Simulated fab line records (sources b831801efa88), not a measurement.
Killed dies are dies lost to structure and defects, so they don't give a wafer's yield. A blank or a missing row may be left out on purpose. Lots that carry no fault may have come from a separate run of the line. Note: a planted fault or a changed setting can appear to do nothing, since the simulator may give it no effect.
Which tool is to blame? -- flow sky130 -- Sampling: 9 lots, 27 wafers, 5 of 708 route steps

== WHAT EACH GAUGE READ, for each wafer ==
SKY_FIELD_ISO_CD_MEAS_13 targets a cd of 150 nm. Usual: cd-nm 149.7 nm, standard deviation 1.6.
lot,measured,on,cd-nm (nm),flag
L457,day 2 04:19,cd-sem-02,147.1 146.9 146.7,
L458,day 2 09:55,cd-sem-02,151.7 150.2 149.1,
L459,day 2 16:19,cd-sem-01,150.0 150.7 150.0,
L460,day 2 20:14,cd-sem-02,147.5 147.9 147.1,
L461,day 3 01:17,cd-sem-02,148.6 147.0 147.6,
L470,day 5 01:07,cd-sem-02,83.2 82.8 149.3,OFF
L473,day 5 15:41,cd-sem-01,150.7 150.4 149.6,
L475,day 6 02:21,cd-sem-01,150.8 150.2 152.3,
L477,day 6 12:36,cd-sem-02,153.0 154.7 152.9,

SKY_PWDE_TW_MEAS_10. Usual: for PWDE_TW the level is 372 and the standard deviation is 4.
lot,measured,on,PWDE_TW,flag
L457,day 3 20:17,film-metro-02,376 377 378,
L458,day 4 05:35,film-metro-02,377 376 376,
L459,day 4 09:41,film-metro-01,371 372 368,
L460,day 4 12:55,film-metro-04,366 367 367,
L461,day 4 18:55,film-metro-01,371 371 370,
L470,day 6 19:31,film-metro-01,372,
L473,day 7 12:50,film-metro-01,370 372 370,
L475,day 8 07:25,film-metro-04,368 370 368,
L477,day 8 19:29,film-metro-01,376 375 377,

== EACH LOT AND THE TOOL THAT RAN IT (in order: tool; ch and the chambers of the sampled wafers; start) ==
lot,SKY_FIELD_ISO_EXPOSE_10,SKY_FIELD_ISO_ETCH_14,SKY_PWDE_STRIP_09
L457,"krf-scanner-01 ch 0, day 1 21:45","rie-diel-01 ch 0,1,3, day 2 04:26","plasma-asher-01 ch 0,1, day 3 20:11"
L458,"krf-scanner-02 ch 0, day 2 02:05","rie-diel-03 ch 0,1,3, day 2 10:01","plasma-asher-02 ch 0,1, day 4 05:28"
L459,"krf-scanner-01 ch 0, day 2 08:58","rie-diel-01 ch 0,1,3, day 2 16:26","plasma-asher-02 ch 1, day 4 09:35"
L460,"krf-scanner-01 ch 0, day 2 12:40","rie-diel-03 ch 0,1,2, day 2 20:21","plasma-asher-02 ch 0,1, day 4 12:49"
L461,"krf-scanner-01 ch 0, day 2 17:23","rie-diel-01 ch 0,2,3, day 3 01:24","plasma-asher-04 ch 0,1, day 4 18:49"
L470,"krf-scanner-01 ch 0, day 4 16:11","rie-diel-01 ch 0,1, day 5 01:14","plasma-asher-01 ch 1, day 6 19:27"
L473,"krf-scanner-02 ch 0, day 5 06:55","rie-diel-04 ch 0,2,3, day 5 15:47","plasma-asher-04 ch 0,1, day 7 12:43"
L475,"krf-scanner-02 ch 0, day 5 17:58","rie-diel-01 ch 1,2,3, day 6 02:28","plasma-asher-01 ch 0,1, day 8 07:19"
L477,"krf-scanner-02 ch 0, day 6 03:16","rie-diel-03 ch 0,3, day 6 12:43","plasma-asher-04 ch 0,1, day 8 19:23"
- SKY_FIELD_ISO_EXPOSE_10: exposes mask FOM, target cd 150 nm.
- SKY_FIELD_ISO_ETCH_14: etches BARC in N2/H2, stops on SiO2, time 45.9 s, target depth 60 nm.
- SKY_PWDE_STRIP_09: strips in O2/N2.

== WHAT THE TOOLS THEMSELVES READ (means of the sampled wafers that have a number; where no wafer has one, the mark that the record gives instead) ==
SKY_FIELD_ISO_ETCH_14. Usual: drypump-motor-current-A 5.7 A, standard deviation 0.56; oes-product-au 0.854 a.u., standard deviation 0.0049; throttle-valve-pct 13.225 %, standard deviation 0.01.
lot,tool,drypump-motor-current-A (A),oes-product-au (a.u.),throttle-valve-pct (%),flag
L457,rie-diel-01,5.9,0.855,13.227,
L458,rie-diel-03,5.9,0.852,13.219,
L459,rie-diel-01,5.9,0.855,13.227,
L460,rie-diel-03,5.6,0.850,13.219,
L461,rie-diel-01,5.9,0.851,13.222,
L470,rie-diel-01,5.7,0.857,13.219,
L473,rie-diel-04,5.5,0.855,13.229,
L475,rie-diel-01,5.7,0.855,13.226,
L477,rie-diel-03,6.5,0.860,13.222,

SKY_PWDE_STRIP_09. Usual: drypump-motor-current-A 5.59 A, standard deviation 0.22; oes-product-au 0.722 a.u., standard deviation 0.004; strip-time-to-endpoint-s 36.92 s, standard deviation 0.089.
lot,tool,drypump-motor-current-A (A),oes-product-au (a.u.),strip-time-to-endpoint-s (s),flag
L457,plasma-asher-01,5.50,0.719,36.94,
L458,plasma-asher-02,5.61,0.723,37.03,
L459,plasma-asher-02,5.72,0.724,36.92,
L460,plasma-asher-02,5.60,0.724,36.86,
L461,plasma-asher-04,5.99,0.725,37.01,
L470,plasma-asher-01,5.37,0.722,37.02,
L473,plasma-asher-04,5.81,0.722,36.98,
L475,plasma-asher-01,5.50,0.724,36.76,
L477,plasma-asher-04,5.85,0.721,36.86,

== THE ANSWER, worked out from the rows above alone ==
Rule: lot off if the mean of its wafers having a number is beyond 3 standard deviations from the usual mean. A lot without any number at a reading at which 4 lots or more have one is off too. All remaining lots with rows at the step are treated as sound. Order of review: gauges by route order, followed by the tools' own readings, for which a lot's mean as printed above is used. The first step at which some lot is off is used, and at that step the reading that is off furthest; a lot without a number counts as furthest.
Off at SKY_FIELD_ISO_CD_MEAS_13 (cd-nm): L470.
A tool fits if, at a process step before that reading, it ran every lot that is off, and no sound lot after the first of them. Gauges at SKY_FIELD_ISO_CD_MEAS_13: tried the same way as those tools. One fits: krf-scanner-01 at SKY_FIELD_ISO_EXPOSE_10. Its last sound lot is L461 (day 2 17:23), its first lot that is off L470 (day 4 16:11): a fault that began between those two fits.

== WHAT THE SIMULATOR HAD PUT IN ==
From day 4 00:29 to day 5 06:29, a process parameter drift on krf-scanner-01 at SKY_FIELD_ISO_EXPOSE_10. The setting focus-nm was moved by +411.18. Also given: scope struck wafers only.
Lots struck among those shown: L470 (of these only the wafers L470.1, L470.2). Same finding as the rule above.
